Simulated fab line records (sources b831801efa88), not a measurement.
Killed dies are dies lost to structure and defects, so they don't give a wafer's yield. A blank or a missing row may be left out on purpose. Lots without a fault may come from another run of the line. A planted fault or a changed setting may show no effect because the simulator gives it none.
Which tool is to blame? -- flow gf180mcu -- 13 lots with 39 wafers sampled at 6 steps, on a route of 602 steps

== WHAT THE GAUGES READ, wafer by wafer ==
GF_HV_LDD_CD_MEAS_07 targets a cd of 400 nm.
lot,measured,on,cd-nm (nm)
L110,day 10 04:04,cd-sem-01,396.7 395.6 397.9
L111,day 10 11:09,cd-sem-02,398.1 398.6 400.0
L112,day 10 21:36,cd-sem-01,398.6 400.6 400.8
L113,day 11 04:11,cd-sem-01,400.9 398.5 397.9
L114,day 11 09:51,cd-sem-02,403.1 400.8 403.4
L122,day 14 05:42,cd-sem-01,399.9 403.5 400.7
L124,day 14 14:03,cd-sem-02,403.6 402.2 403.2
L125,day 14 21:54,cd-sem-02,398.9 396.9 397.2
L126,day 15 08:00,cd-sem-02,399.2 397.7 397.5
L127,day 15 15:55,cd-sem-02,402.3 400.7 399.9
L130,day 16 11:09,cd-sem-02,396.9 397.9 398.4
L131,day 16 20:04,cd-sem-01,399.7 401.6 400.3
L132,day 17 03:03,cd-sem-01,403.8 403.9 401.2

GF_HV_LDD_CD_MEAS_19 targets a cd of 400 nm.
lot,measured,on,cd-nm (nm)
L110,day 10 22:52,cd-sem-01,398.2 395.9 396.4
L111,day 11 05:24,cd-sem-01,399.0 398.5 399.5
L112,day 11 15:39,cd-sem-01,- - -
L113,day 11 22:53,cd-sem-01,403.6 402.6 406.3
L114,day 12 04:45,cd-sem-02,- - -
L122,day 15 02:39,cd-sem-02,404.9 403.7 402.2
L124,day 15 11:12,cd-sem-01,402.6 402.3 402.4
L125,day 15 20:06,cd-sem-01,398.6 400.3 399.8
L126,day 16 06:42,cd-sem-02,399.8 403.6 403.4
L127,day 16 14:01,cd-sem-02,396.1 396.2 398.7
L130,day 17 09:48,cd-sem-02,399.9 400.5 398.3
L131,day 17 19:40,cd-sem-02,397.1 399.6 397.9
L132,day 18 02:15,cd-sem-02,402.3 399.7 399.3

GF_HV_LDD_OVL_MEAS_20.
lot,measured,on,HV_LDD_01_OVL (nm)
L110,day 10 22:59,overlay-02,-1.4 -0.1 -2.1
L111,day 11 05:31,overlay-01,-3.3 -2.0 -2.7
L112,day 11 15:46,overlay-02,- - -
L113,day 11 22:59,overlay-02,-0.8 -0.3 -0.9
L114,day 12 04:52,overlay-02,- - -
L122,day 15 02:46,overlay-02,-2.6 -1.6 -2.2
L124,day 15 11:19,overlay-01,0.4 -0.9 -0.5
L125,day 15 20:13,overlay-02,0.5 -0.9 -1.3
L126,day 16 06:49,overlay-02,2.7 2.2 2.1
L127,day 16 14:05,overlay-02,-1.0 0.7 -1.6
L130,day 17 09:55,overlay-02,-0.2 -2.0 -1.4
L131,day 17 19:47,overlay-02,1.2 0.5 0.5
L132,day 18 02:22,overlay-01,-0.3 -1.5 -1.3

GF_HV_LDD_TW_MEAS_23.
lot,measured,on,HV_LDD_2_TW
L110,day 10 23:16,film-metro-01,1046 1045 1043
L111,day 11 05:48,film-metro-03,1062 1060 1057
L112,day 11 16:03,film-metro-04,30 30 30
L113,day 11 23:17,film-metro-01,1048 1049 1042
L114,day 12 05:09,film-metro-04,30 30 30
L122,day 15 03:04,film-metro-04,1061 1064 1063
L124,day 15 11:36,film-metro-01,1051 1053 1056
L125,day 15 20:30,film-metro-03,1067 1057 1062
L126,day 16 07:06,film-metro-01,1051 1052 1047
L127,day 16 14:23,film-metro-01,1055 1049 1043
L130,day 17 10:12,film-metro-03,1055 1058 1059
L131,day 17 20:04,film-metro-04,1065 1066 1063
L132,day 18 02:39,film-metro-01,1045 1039 1048

== TOOL THAT RAN EACH LOT (tool first, then ch and the chambers of the sampled wafers, then the start) ==
lot,GF_VT_IMPLANT_RTA_45,GF_HV_LDD_DEVELOP_18
L110,"rtp-anneal-02 ch 0, day 7 17:47","litho-track-04 ch 0, day 10 22:44"
L111,"rtp-anneal-01 ch 0, day 8 00:46","litho-track-01 ch 0, day 11 05:15"
L112,"rtp-anneal-02 ch 0, day 8 07:38","litho-track-01 ch 0, day 11 15:30"
L113,"rtp-anneal-02 ch 0, day 8 15:29","litho-track-02 ch 0, day 11 22:45"
L114,"rtp-anneal-02 ch 0, day 8 22:30","litho-track-01 ch 0, day 12 04:36"
L122,"rtp-anneal-02 ch 0, day 11 05:21","litho-track-04 ch 0, day 15 02:30"
L124,"rtp-anneal-02 ch 0, day 11 18:42","litho-track-01 ch 0, day 15 11:03"
L125,"rtp-anneal-02 ch 0, day 12 01:43","litho-track-01 ch 0, day 15 19:57"
L126,"rtp-anneal-02 ch 0, day 12 08:21","litho-track-01 ch 0, day 16 06:33"
L127,"rtp-anneal-02 ch 0, day 12 16:49","litho-track-02 ch 0, day 16 13:53"
L130,"rtp-anneal-02 ch 0, day 13 09:15","litho-track-01 ch 0, day 17 09:39"
L131,"rtp-anneal-01 ch 0, day 13 18:37","litho-track-04 ch 0, day 17 19:32"
L132,"rtp-anneal-02 ch 0, day 14 00:49","litho-track-01 ch 0, day 18 02:06"
- GF_VT_IMPLANT_RTA_45: time 30 s.
- GF_HV_LDD_DEVELOP_18: develop time 60 s.

== AS READ BY THE TOOLS THEMSELVES (means over the sampled wafers that have a number; for cases with no such wafer, the mark the record gives instead) ==
GF_VT_IMPLANT_RTA_45.
lot,tool,lamp-power-pct (%),wafer_temp_C_max
L110,rtp-anneal-02,32.6,1056.1
L111,rtp-anneal-01,31.2,1059.1
L112,rtp-anneal-02,32.6,1053.8
L113,rtp-anneal-02,32.6,1054.0
L114,rtp-anneal-02,32.6,1055.1
L122,rtp-anneal-02,32.5,1055.6
L124,rtp-anneal-02,32.6,1054.5
L125,rtp-anneal-02,32.5,1056.1
L126,rtp-anneal-02,32.6,1056.4
L127,rtp-anneal-02,32.6,1055.6
L130,rtp-anneal-02,32.6,1055.0
L131,rtp-anneal-01,31.2,1058.3
L132,rtp-anneal-02,32.6,1055.6

== THE ANSWER, worked out from the rows above alone ==
Rule: the usual values come from the lots themselves. The widest of any qualifying gaps counts: lots, ordered by their means at a reading, are off when they make up no more than a third of the lots, leave a main group of 4 or more, and stand apart from it by 3 or more times the standard deviation of that group's means. A main group is skipped when, at the precision printed for the reading in the tables above, its means are all equal. A lot without any number at a reading at which 4 lots or more have one is off too. Any other lot the step has rows for is counted as sound. Order of review: gauges by route order, followed by the tools' own readings, for which a lot's mean as printed above is used. The first step at which some lot is off is used, and at that step the reading that is off furthest; a lot without a number counts as furthest.
Off: L112, L114, at GF_HV_LDD_CD_MEAS_19 (cd-nm). Without a number there: L112, L114. The main group: mean 400.3 nm, standard deviation 2.4.
A tool fits if, at a process step before that reading, it ran every lot that is off, and no sound lot after the first of them. The gauges at GF_HV_LDD_CD_MEAS_19 aren't tried: what is off there is off at GF_HV_LDD_OVL_MEAS_20 too, on other tools, and a gauge's error can't cause that. No candidate that was tried fits.

== WHAT THE SIMULATOR HAD INSERTED ==
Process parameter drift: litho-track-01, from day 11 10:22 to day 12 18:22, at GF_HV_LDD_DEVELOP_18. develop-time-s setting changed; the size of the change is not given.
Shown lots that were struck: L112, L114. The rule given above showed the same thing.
